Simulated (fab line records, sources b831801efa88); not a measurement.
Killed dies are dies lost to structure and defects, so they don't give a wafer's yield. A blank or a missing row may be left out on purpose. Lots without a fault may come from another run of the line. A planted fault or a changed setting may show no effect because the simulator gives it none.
Which tool did it? | flow gf180mcu | 14 lots, 42 wafers sampled, at 4 steps of a route of 602

WHAT THE GAUGES READ, wafer by wafer
GF_STI_BOW_MEAS_00. Usual: INCOMING_BOW 1 um, standard deviation 6.7.
lot  | measured    | on            | INCOMING_BOW (um) | flag
L232 | day 1 10:00 | film_metro-04 | 5 8 4             |
L233 | day 1 15:01 | film_metro-02 | 2 -13 14          |
L235 | day 2 01:00 | film_metro-04 | 2 10 1            |
L237 | day 2 11:00 | film_metro-03 | -17 4 4           |
L238 | day 2 16:00 | film_metro-03 | 6 6 5             |
L241 | day 3 07:01 | film_metro-03 | -1 8 6            |
L243 | day 3 17:00 | film_metro-04 | -7 9 -10          |
L244 | day 3 22:00 | film_metro-02 | 3 6 -17           |
L245 | day 4 03:00 | film_metro-04 | -16 -3 2          |
L246 | day 4 08:01 | film_metro-02 | -3 -1 -9          |
L248 | day 4 18:01 | film_metro-04 | -2 -10 7          |
L249 | day 4 23:00 | film_metro-02 | 12 4 1            |
L250 | day 5 04:02 | film_metro-04 | -8 2 -1           |
L251 | day 5 09:01 | film_metro-02 | -3 -1 1           |

GF_STI_THK_MEAS_30. Usual: STI_OXIDATION_02_THK 10.04 nm, standard deviation 0.19.
lot  | measured    | on            | STI_OXIDATION_02_THK (nm) | flag
L232 | day 2 05:51 | film_metro-02 | 10.25 10.46 10.37         |
L233 | day 2 12:22 | film_metro-04 | 10.03 10.01 10.08         |
L235 | day 2 21:33 | film_metro-02 | 9.97 9.72 9.86            |
L237 | day 3 07:01 | film_metro-04 | 9.76 9.75 9.87            |
L238 | day 3 13:45 | film_metro-03 | 10.21 10.06 9.99          |
L241 | day 4 04:17 | film_metro-03 | 10.00 10.09 10.18         |
L243 | day 4 15:07 | film_metro-04 | 10.09 10.18 10.14         |
L244 | day 4 21:15 | film_metro-04 | 10.32 10.22 10.10         |
L245 | day 5 02:05 | film_metro-03 | 10.07 10.03 9.93          |
L246 | day 5 09:08 | film_metro-03 | 10.24 9.95 9.99           |
L248 | day 5 18:13 | film_metro-02 | 10.16 10.08 9.91          |
L249 | day 5 21:09 | film_metro-03 | 10.14 10.07 10.07         |
L250 | day 6 04:58 | film_metro-03 | 9.79 9.92 9.74            |
L251 | day 6 09:34 | film_metro-02 | 10.49 10.49 10.37         |

WHICH TOOL RAN EACH LOT (tool, then ch and the chambers of the sampled wafers, then the start)
lot  | GF_STI_DEVELOP_11                | GF_STI_ETCH_13
L232 | litho_track-01 ch 0, day 2 01:17 | rie_diel-01 ch 1,3, day 2 01:35
L233 | litho_track-03 ch 0, day 2 07:37 | rie_diel-02 ch 1,2, day 2 07:52
L235 | litho_track-04 ch 0, day 2 15:48 | rie_diel-03 ch 0,1,2, day 2 16:04
L237 | litho_track-04 ch 0, day 3 02:27 | rie_diel-01 ch 1,3, day 3 02:43
L238 | litho_track-04 ch 0, day 3 08:42 | rie_diel-02 ch 0,1,2, day 3 08:58
L241 | litho_track-01 ch 0, day 3 23:46 | rie_diel-02 ch 1,3, day 4 00:01
L243 | litho_track-01 ch 0, day 4 10:32 | rie_diel-02 ch 1,2,3, day 4 10:49
L244 | litho_track-04 ch 0, day 4 14:54 | rie_diel-02 ch 0,1,3, day 4 15:10
L245 | litho_track-01 ch 0, day 4 21:32 | rie_diel-02 ch 0,2, day 4 21:49
L246 | litho_track-04 ch 0, day 5 01:01 | rie_diel-03 ch 0,2,3, day 5 01:16
L248 | litho_track-04 ch 0, day 5 12:28 | rie_diel-02 ch 2,3, day 5 12:43
L249 | litho_track-04 ch 0, day 5 16:24 | rie_diel-03 ch 1,2,3, day 5 16:40
L250 | litho_track-01 ch 0, day 5 23:20 | rie_diel-02 ch 0,2,3, day 5 23:34
L251 | litho_track-04 ch 0, day 6 03:01 | rie_diel-01 ch 0,1,2, day 6 03:16
- GF_STI_DEVELOP_11: develop time 60 s.
- GF_STI_ETCH_13: etches the open film in CHF3/O2, stops on Si, target depth 282.31 nm, time 112.9 s.

WHAT THE TOOLS THEMSELVES READ (means of the sampled wafers that have a number; where no wafer has one, the mark that the record gives instead)
GF_STI_DEVELOP_11. Usual: developer_temp_C 21.00 C, standard deviation 0.11; resist_line_temp_C 23.01 C, standard deviation 0.12.
lot  | tool           | developer_temp_C (C) | resist_line_temp_C (C) | flag
L232 | litho_track-01 | 21.08                | 22.94                  |
L233 | litho_track-03 | 21.14                | 22.86                  |
L235 | litho_track-04 | 21.01                | 23.20                  |
L237 | litho_track-04 | 20.93                | 22.98                  |
L238 | litho_track-04 | 21.10                | 22.90                  |
L241 | litho_track-01 | 20.94                | 22.99                  |
L243 | litho_track-01 | 20.99                | 23.07                  |
L244 | litho_track-04 | 20.85                | 23.11                  |
L245 | litho_track-01 | 21.02                | 23.07                  |
L246 | litho_track-04 | 21.00                | 23.01                  |
L248 | litho_track-04 | 21.07                | 22.91                  |
L249 | litho_track-04 | 21.90                | 23.06                  | OFF
L250 | litho_track-01 | 21.02                | 23.00                  |
L251 | litho_track-04 | 21.80                | 22.94                  | OFF

GF_STI_ETCH_13. Usual: drypump_motor_current_A 5.7 A, standard deviation 0.43; oes_product_au 0.832 a.u., standard deviation 0.0064; throttle_valve_pct 8.810 %, standard deviation 0.0097.
lot  | tool        | drypump_motor_current_A (A) | oes_product_au (a.u.) | throttle_valve_pct (%) | flag
L232 | rie_diel-01 | 5.9                         | 0.835                 | 8.807                  |
L233 | rie_diel-02 | 5.6                         | 0.831                 | 8.807                  |
L235 | rie_diel-03 | 6.0                         | 0.828                 | 8.802                  |
L237 | rie_diel-01 | 5.9                         | 0.839                 | 8.805                  |
L238 | rie_diel-02 | 5.4                         | 0.824                 | 8.807                  |
L241 | rie_diel-02 | 6.0                         | 0.828                 | 8.807                  |
L243 | rie_diel-02 | 5.6                         | 0.827                 | 8.807                  |
L244 | rie_diel-02 | 5.7                         | 0.842                 | 8.809                  |
L245 | rie_diel-02 | 5.1                         | 0.829                 | 8.810                  |
L246 | rie_diel-03 | 5.6                         | 0.829                 | 8.804                  |
L248 | rie_diel-02 | 5.6                         | 0.831                 | 8.815                  |
L249 | rie_diel-03 | 5.7                         | 0.831                 | 8.814                  |
L250 | rie_diel-02 | 5.4                         | 0.831                 | 8.810                  |
L251 | rie_diel-01 | 6.0                         | 0.831                 | 8.813                  |

THE ANSWER, worked out from the rows above alone
Rule: a lot is off if the mean of its wafers that have a number lies more than 3 standard deviations from the usual mean. A lot without any number at a reading at which 4 lots or more have one is off too. The other lots that the step has rows for count as sound. The gauges are gone through in route order, then the tools' own readings, and for those a lot's mean is taken as printed above. The first step at which some lot is off is used, and at that step the reading that is off furthest; a lot without a number counts as furthest.
Off: L249, L251, at GF_STI_DEVELOP_11 (developer_temp_C).
A tool fits if, at that step or a process step before it, it ran every lot that is off, and no sound lot after the first of them. One fits: litho_track-04 at GF_STI_DEVELOP_11. Its last sound lot is L248 (day 5 12:28), its first lot that is off L249 (day 5 16:24): a fault that began between those two fits.
The tool's own readings at GF_STI_DEVELOP_11 bear it out: on the lots that are off they differ by more than 5 times the standard deviation of the sound lots' means. developer_temp_C reads 21.85 C there against 21.01 C on the sound lots.

WHAT THE SIMULATOR HAD PUT IN
Process parameter drift: litho_track-04, from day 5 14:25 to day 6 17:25, at GF_STI_DEVELOP_11. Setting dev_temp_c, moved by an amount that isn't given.
Lots struck among those shown: L249, L251. The rule above found the same.
